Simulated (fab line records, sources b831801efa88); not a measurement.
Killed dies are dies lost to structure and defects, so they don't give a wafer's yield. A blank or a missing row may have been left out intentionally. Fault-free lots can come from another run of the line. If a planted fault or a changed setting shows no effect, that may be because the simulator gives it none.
What tool caused it? -- flow gf180mcu -- 24 lots, 72 wafers sampled, at 6 steps of a route of 602

## WHAT EACH GAUGE READ, for each wafer
GF_M4_CD_MEAS_14: the cd target is 280 nm. Usual: cd_nm reads 280.1 nm (standard deviation 1.2).
lot,measured,on,cd_nm (nm),flag
L074,day 23 07:28,cd_sem-02,280.4 278.6 279.4,
L075,day 23 14:31,cd_sem-01,278.4 280.2 278.8,
L076,day 23 21:21,cd_sem-02,279.0 280.7 279.2,
L077,day 24 09:40,cd_sem-02,282.0 281.7 281.8,
L078,day 24 17:19,cd_sem-02,280.0 281.0 280.4,
L079,day 25 04:05,cd_sem-02,278.8 278.1 279.3,
L080,day 25 13:13,cd_sem-02,280.9 282.0 281.7,
L081,day 26 00:08,cd_sem-02,281.0 281.2 280.5,
L083,day 26 09:37,cd_sem-01,280.6 281.3 281.1,
L082,day 26 13:35,cd_sem-01,282.9 281.6 281.4,
L084,day 27 06:11,cd_sem-01,279.8 279.9 278.5,
L085,day 27 15:17,cd_sem-02,279.7 281.0 279.3,
L086,day 27 16:46,cd_sem-02,279.2 280.3 280.0,
L087,day 28 00:56,cd_sem-02,280.1 280.9 280.4,
L088,day 28 08:13,cd_sem-02,278.9 279.5 279.5,
L089,day 28 16:57,cd_sem-01,281.7 281.7 282.2,
L090,day 28 21:47,cd_sem-01,278.3 279.1 277.9,
L091,day 28 22:26,cd_sem-02,279.4 280.3 278.7,
L092,day 29 07:27,cd_sem-02,280.4 280.7 279.8,
L093,day 29 10:11,cd_sem-01,280.4 280.1 280.4,
L094,day 29 22:50,cd_sem-02,279.5 280.4 279.0,
L095,day 30 00:59,cd_sem-01,279.3 278.8 278.0,
L096,day 30 04:59,cd_sem-01,280.3 279.2 281.3,
L097,day 30 11:18,cd_sem-02,277.9 279.3 277.9,

## EACH LOT AND THE TOOL THAT RAN IT (in order: tool; ch and the chambers of the sampled wafers; start)
lot,GF_V2_STRIP_18,GF_V2_SPUTTER_21,GF_V3_CMP_04,GF_V3_ETCH_16,GF_V3_SPUTTER_21
L074,"plasma_asher-04 ch 0,1, day 20 03:31","pvd_sputter-03, day 20 04:03","cmp-01 ch 0,1,3, day 21 06:16","rie_diel-02 ch 0,2,3, day 22 06:22","pvd_sputter-03, day 22 07:02"
L075,"plasma_asher-04 ch 0,1, day 20 12:06","pvd_sputter-03, day 20 12:47","cmp-02 ch 0,1,2, day 21 14:40","rie_diel-04 ch 0,1,3, day 22 14:19","pvd_sputter-02, day 22 15:01"
L076,"plasma_asher-01 ch 0,1, day 20 18:42","pvd_sputter-01, day 20 19:35","cmp-01 ch 0,3, day 21 21:14","rie_diel-02 ch 1,2,3, day 22 20:55","pvd_sputter-01, day 22 21:35"
L077,"plasma_asher-02 ch 0,1, day 21 07:11","pvd_sputter-04, day 21 07:41","cmp-01 ch 0,1, day 22 09:23","rie_diel-02 ch 1,2,3, day 23 09:05","pvd_sputter-01, day 23 09:45"
L078,"plasma_asher-04 ch 0, day 21 16:40","pvd_sputter-03, day 21 17:12","cmp-01 ch 0,3, day 22 18:29","rie_diel-04 ch 0,1,3, day 23 18:26","pvd_sputter-03, day 23 19:06"
L079,"plasma_asher-01 ch 0,1, day 22 04:10","pvd_sputter-01, day 22 04:47","cmp-02 ch 0,1,3, day 23 06:16","rie_diel-04 ch 0,2,3, day 24 04:55","pvd_sputter-01, day 24 05:35"
L080,"plasma_asher-01 ch 0,1, day 22 14:19","pvd_sputter-01, day 22 14:51","cmp-02 ch 0,1,2, day 23 15:15","rie_diel-01 ch 0,2,3, day 24 13:50","pvd_sputter-02, day 24 14:31"
L081,"plasma_asher-02 ch 0,1, day 23 01:18","pvd_sputter-03, day 23 01:50","cmp-02 ch 0,2,3, day 24 02:31","rie_diel-02 ch 1,3, day 25 00:44","pvd_sputter-01, day 25 01:24"
L083,"plasma_asher-02 ch 0,1, day 23 11:13","pvd_sputter-03, day 23 11:45","cmp-02 ch 2,3, day 24 12:11","rie_diel-02 ch 0,3, day 25 10:26","pvd_sputter-02, day 25 11:06"
L082,"plasma_asher-04 ch 0,1, day 23 16:07","pvd_sputter-04, day 23 16:39","cmp-01 ch 0,1,2, day 24 16:42","rie_diel-04 ch 0,1, day 25 14:50","pvd_sputter-03, day 25 15:30"
L084,"plasma_asher-02 ch 0,1, day 24 10:33","pvd_sputter-01, day 24 11:07","cmp-02 ch 1,2,3, day 25 10:35","rie_diel-04 ch 0,1,3, day 26 07:28","pvd_sputter-02, day 26 08:08"
L085,"plasma_asher-02 ch 0,1, day 24 19:34","pvd_sputter-03, day 24 20:08","cmp-01 ch 0,1,3, day 25 20:29","rie_diel-01 ch 0,1,2, day 26 17:29","pvd_sputter-01, day 26 18:09"
L086,"plasma_asher-02 ch 0,1, day 24 22:08","pvd_sputter-01, day 24 22:38","cmp-01 ch 1,2,3, day 25 21:44","rie_diel-04 ch 0,1, day 26 19:14","pvd_sputter-01, day 26 19:54"
L087,"plasma_asher-04 ch 0,1, day 25 06:30","pvd_sputter-03, day 25 07:02","cmp-01 ch 0,2,3, day 26 05:41","rie_diel-02 ch 0,1,3, day 27 03:44","pvd_sputter-01, day 27 04:24"
L088,"plasma_asher-01 ch 0,1, day 25 14:04","pvd_sputter-03, day 25 14:36","cmp-01 ch 1,2,3, day 26 13:42","rie_diel-04 ch 0,1,2, day 27 10:58","pvd_sputter-01, day 27 11:43"
L089,"plasma_asher-01 ch 0,1, day 26 00:27","pvd_sputter-04, day 26 00:59","cmp-01 ch 2,3, day 26 23:14","rie_diel-02 ch 1,3, day 27 20:02","pvd_sputter-03, day 27 21:03"
L090,"plasma_asher-01 ch 0,1, day 26 05:13","pvd_sputter-03, day 26 05:45","cmp-01 ch 1,2, day 27 04:50","rie_diel-01 ch 2,3, day 28 00:47","pvd_sputter-03, day 28 01:37"
L091,"plasma_asher-02 ch 0,1, day 26 06:21","pvd_sputter-04, day 26 06:53","cmp-01 ch 0,2,3, day 27 05:20","rie_diel-02 ch 0,1,2, day 28 01:46","pvd_sputter-02, day 28 02:32"
L092,"plasma_asher-02 ch 0,1, day 26 15:10","pvd_sputter-01, day 26 15:42","cmp-02 ch 0,1, day 27 14:18","rie_diel-02 ch 0,3, day 28 10:26","pvd_sputter-03, day 28 11:08"
L093,"plasma_asher-02 ch 0,1, day 26 17:58","pvd_sputter-04, day 26 18:30","cmp-01 ch 0,2,3, day 27 16:52","rie_diel-01 ch 1,2,3, day 28 13:01","pvd_sputter-02, day 28 13:43"
L094,"plasma_asher-04 ch 0,1, day 27 08:28","pvd_sputter-01, day 27 09:02","cmp-02 ch 0,1, day 28 07:14","rie_diel-02 ch 1,2,3, day 29 02:56","pvd_sputter-03, day 29 03:38"
L095,"plasma_asher-04 ch 0,1, day 27 10:13","pvd_sputter-03, day 27 10:46","cmp-02 ch 1,3, day 28 08:47","rie_diel-04 ch 0,2,3, day 29 04:32","pvd_sputter-01, day 29 05:13"
L096,"plasma_asher-01 ch 0,1, day 27 15:21","pvd_sputter-04, day 27 15:58","cmp-01 ch 1,3, day 28 13:41","rie_diel-01 ch 0,1,3, day 29 09:05","pvd_sputter-02, day 29 09:45"
L097,"plasma_asher-02 ch 0,1, day 27 23:37","pvd_sputter-03, day 28 00:14","cmp-02 ch 0,2,3, day 28 21:20","rie_diel-01 ch 1,3, day 29 15:47","pvd_sputter-02, day 29 16:27"
- GF_V2_STRIP_18: strips in O2/N2.
- GF_V2_SPUTTER_21: material Ti, target thk 15 nm, time 80.02 s.
- GF_V3_CMP_04: polishes SiO2.
- GF_V3_ETCH_16: etches BARC in N2/H2.
- GF_V3_SPUTTER_21: material Ti, target thk 15 nm, time 80.02 s.

## AS READ BY THE TOOLS THEMSELVES (means over the sampled wafers that have a number; for cases with no such wafer, the mark the record gives instead)
GF_V2_STRIP_18. Usual: drypump_motor_current_A 5.6 A, standard deviation 0.3; heater_power_w 358 W, standard deviation 47; n2_flow_sccm 299.9 sccm, standard deviation 0.87; oes_product_au 0.593 a.u., standard deviation 0.0052.
lot,tool,drypump_motor_current_A (A),heater_power_w (W),n2_flow_sccm (sccm),oes_product_au (a.u.),flag
L074,plasma_asher-04,5.3,309,299.4,0.592,
L075,plasma_asher-04,5.6,313,300.3,0.598,
L076,plasma_asher-01,5.8,347,300.5,0.593,
L077,plasma_asher-02,5.5,411,300.1,0.597,
L078,plasma_asher-04,5.9,313,298.5,0.595,
L079,plasma_asher-01,5.7,328,299.8,0.594,
L080,plasma_asher-01,5.7,327,300.8,0.595,
L081,plasma_asher-02,5.5,402,299.5,0.589,
L083,plasma_asher-02,5.5,408,300.7,0.595,
L082,plasma_asher-04,5.6,314,300.4,0.593,
L084,plasma_asher-02,5.6,410,299.3,0.593,
L085,plasma_asher-02,5.5,413,299.7,0.591,
L086,plasma_asher-02,5.5,403,300.9,0.594,
L087,plasma_asher-04,5.6,312,299.9,0.593,
L088,plasma_asher-01,5.7,327,300.0,0.591,
L089,plasma_asher-01,5.7,332,300.3,0.591,
L090,plasma_asher-01,5.7,329,299.8,0.590,
L091,plasma_asher-02,5.6,415,300.6,0.589,
L092,plasma_asher-02,5.5,400,300.3,0.598,
L093,plasma_asher-02,5.5,396,300.2,0.594,
L094,plasma_asher-04,5.6,313,299.4,0.588,
L095,plasma_asher-04,5.6,303,299.6,0.595,
L096,plasma_asher-01,5.7,328,300.0,0.589,
L097,plasma_asher-02,5.5,405,298.4,0.590,

GF_V2_SPUTTER_21. Usual: chamber_pressure_pa 5.000 Pa, standard deviation 0.01; throttle_valve_pct 29.9 %, standard deviation 0.88.
lot,tool,chamber_pressure_pa (Pa),throttle_valve_pct (%),flag
L074,pvd_sputter-03,5.009,30.2,
L075,pvd_sputter-03,4.993,29.2,
L076,pvd_sputter-01,4.999,30.7,
L077,pvd_sputter-04,4.999,29.7,
L078,pvd_sputter-03,5.000,30.0,
L079,pvd_sputter-01,4.989,30.7,
L080,pvd_sputter-01,5.003,30.7,
L081,pvd_sputter-03,5.011,29.9,
L083,pvd_sputter-03,4.998,30.2,
L082,pvd_sputter-04,4.999,30.3,
L084,pvd_sputter-01,5.003,30.0,
L085,pvd_sputter-03,5.001,29.6,
L086,pvd_sputter-01,4.995,30.2,
L087,pvd_sputter-03,4.992,29.8,
L088,pvd_sputter-03,4.989,30.1,
L089,pvd_sputter-04,4.997,29.6,
L090,pvd_sputter-03,5.001,29.7,
L091,pvd_sputter-04,4.999,30.2,
L092,pvd_sputter-01,5.009,30.0,
L093,pvd_sputter-04,4.996,30.1,
L094,pvd_sputter-01,5.012,30.1,
L095,pvd_sputter-03,5.019,29.6,
L096,pvd_sputter-04,4.985,29.1,
L097,pvd_sputter-03,4.997,29.5,

GF_V3_CMP_04. Usual: motor_current_A 12.4 A, standard deviation 1.2; slurry_filter_dp_kPa 13.49 kPa, standard deviation 0.13; slurry_flow_ml_min 150.0, standard deviation 0.49; time_to_endpoint_s 81 s, standard deviation 4.4.
lot,tool,motor_current_A (A),slurry_filter_dp_kPa (kPa),slurry_flow_ml_min,time_to_endpoint_s (s),flag
L074,cmp-01,12.0,13.57,150.2,80,
L075,cmp-02,12.8,13.59,149.9,77,
L076,cmp-01,12.3,13.41,149.8,75,
L077,cmp-01,11.7,13.51,150.2,83,
L078,cmp-01,12.1,13.59,149.9,77,
L079,cmp-02,13.7,13.56,150.3,80,
L080,cmp-02,13.1,13.45,150.4,77,
L081,cmp-02,13.6,13.42,149.9,86,
L083,cmp-02,13.5,13.50,150.1,84,
L082,cmp-01,11.1,13.36,149.5,81,
L084,cmp-02,13.5,13.56,150.2,80,
L085,cmp-01,12.2,13.58,150.0,84,
L086,cmp-01,11.8,13.46,150.1,81,
L087,cmp-01,11.4,13.58,150.4,77,
L088,cmp-01,11.5,13.52,149.9,80,
L089,cmp-01,12.3,13.50,149.6,80,
L090,cmp-01,11.2,13.47,150.1,83,
L091,cmp-01,11.7,13.58,149.4,79,
L092,cmp-02,13.4,13.46,150.3,80,
L093,cmp-01,11.6,13.56,150.1,79,
L094,cmp-02,13.4,13.33,149.6,82,
L095,cmp-02,12.9,13.32,150.3,76,
L096,cmp-01,12.6,13.60,150.4,85,
L097,cmp-02,13.4,13.49,149.6,80,

GF_V3_ETCH_16. Usual: drypump_motor_current_A 5.6 A, standard deviation 0.53; h2_flow_sccm 200.0 sccm, standard deviation 0.55; n2_flow_sccm 100.06 sccm, standard deviation 0.29; oes_product_au 0.854 a.u., standard deviation 0.0046; throttle_valve_pct 13.224 %, standard deviation 0.01.
lot,tool,drypump_motor_current_A (A),h2_flow_sccm (sccm),n2_flow_sccm (sccm),oes_product_au (a.u.),throttle_valve_pct (%),flag
L074,rie_diel-02,5.5,200.1,99.99,0.858,13.226,
L075,rie_diel-04,5.8,199.8,99.98,0.857,13.227,
L076,rie_diel-02,5.6,200.2,100.13,0.854,13.235,
L077,rie_diel-02,5.6,199.5,100.07,0.856,13.223,
L078,rie_diel-04,5.8,200.2,100.17,0.852,13.224,
L079,rie_diel-04,5.7,199.9,99.97,0.857,13.232,
L080,rie_diel-01,5.7,200.4,100.10,0.856,13.225,
L081,rie_diel-02,5.3,199.9,100.02,0.852,13.217,
L083,rie_diel-02,5.2,199.7,99.94,0.855,13.216,
L082,rie_diel-04,5.7,200.5,100.41,0.858,13.224,
L084,rie_diel-04,5.8,199.6,100.00,0.855,13.221,
L085,rie_diel-01,5.9,200.4,100.11,0.855,13.219,
L086,rie_diel-04,5.3,199.7,100.01,0.853,13.229,
L087,rie_diel-02,5.2,200.1,100.03,0.856,13.215,
L088,rie_diel-04,5.5,200.5,99.87,0.854,13.219,
L089,rie_diel-02,5.1,200.1,100.17,0.854,13.225,
L090,rie_diel-01,5.9,199.1,99.80,0.852,13.215,
L091,rie_diel-02,5.6,199.6,100.13,0.850,13.225,
L092,rie_diel-02,5.2,199.7,99.76,0.853,13.215,
L093,rie_diel-01,6.0,200.3,100.03,0.852,13.221,
L094,rie_diel-02,5.6,199.9,99.91,0.849,13.238,
L095,rie_diel-04,5.7,199.8,99.97,0.854,13.230,
L096,rie_diel-01,5.5,200.6,100.12,0.855,13.226,
L097,rie_diel-01,5.7,199.7,100.30,0.855,13.229,

GF_V3_SPUTTER_21. Usual: chamber_pressure_pa 4.998 Pa, standard deviation 0.0099; throttle_valve_pct 30.3 %, standard deviation 0.96.
lot,tool,chamber_pressure_pa (Pa),throttle_valve_pct (%),flag
L074,pvd_sputter-03,4.992,30.1,
L075,pvd_sputter-02,5.001,30.7,
L076,pvd_sputter-01,4.994,31.4,
L077,pvd_sputter-01,4.997,30.6,
L078,pvd_sputter-03,5.001,29.3,
L079,pvd_sputter-01,4.994,30.5,
L080,pvd_sputter-02,5.004,30.7,
L081,pvd_sputter-01,4.993,31.6,
L083,pvd_sputter-02,4.996,30.5,
L082,pvd_sputter-03,5.004,30.1,
L084,pvd_sputter-02,5.008,31.1,
L085,pvd_sputter-01,4.992,30.6,
L086,pvd_sputter-01,5.005,30.6,
L087,pvd_sputter-01,5.001,30.7,
L088,pvd_sputter-01,5.001,30.6,
L089,pvd_sputter-03,5.008,30.0,
L090,pvd_sputter-03,4.994,29.6,
L091,pvd_sputter-02,4.988,31.4,
L092,pvd_sputter-03,5.005,29.3,
L093,pvd_sputter-02,4.990,30.4,
L094,pvd_sputter-03,5.003,29.7,
L095,pvd_sputter-01,5.003,30.8,
L096,pvd_sputter-02,4.995,30.4,
L097,pvd_sputter-02,4.996,31.5,

## THE ANSWER, worked out from the rows above alone
Rule: take the mean of a lot's wafers that have a number; if it is more than 3 standard deviations from the usual mean, the lot is off. A lot without any number at a reading at which 4 lots or more have one is off too. All remaining lots with rows at the step are treated as sound. First the gauges in route order, then the tools' own readings, where a lot's mean is used as printed above. The first step at which some lot is off is used, and at that step the reading that is off furthest; a lot without a number counts as furthest.
Nothing can be told from this: no lot is off at any reading shown.

## WHAT HAD BEEN PUT IN BY THE SIMULATOR
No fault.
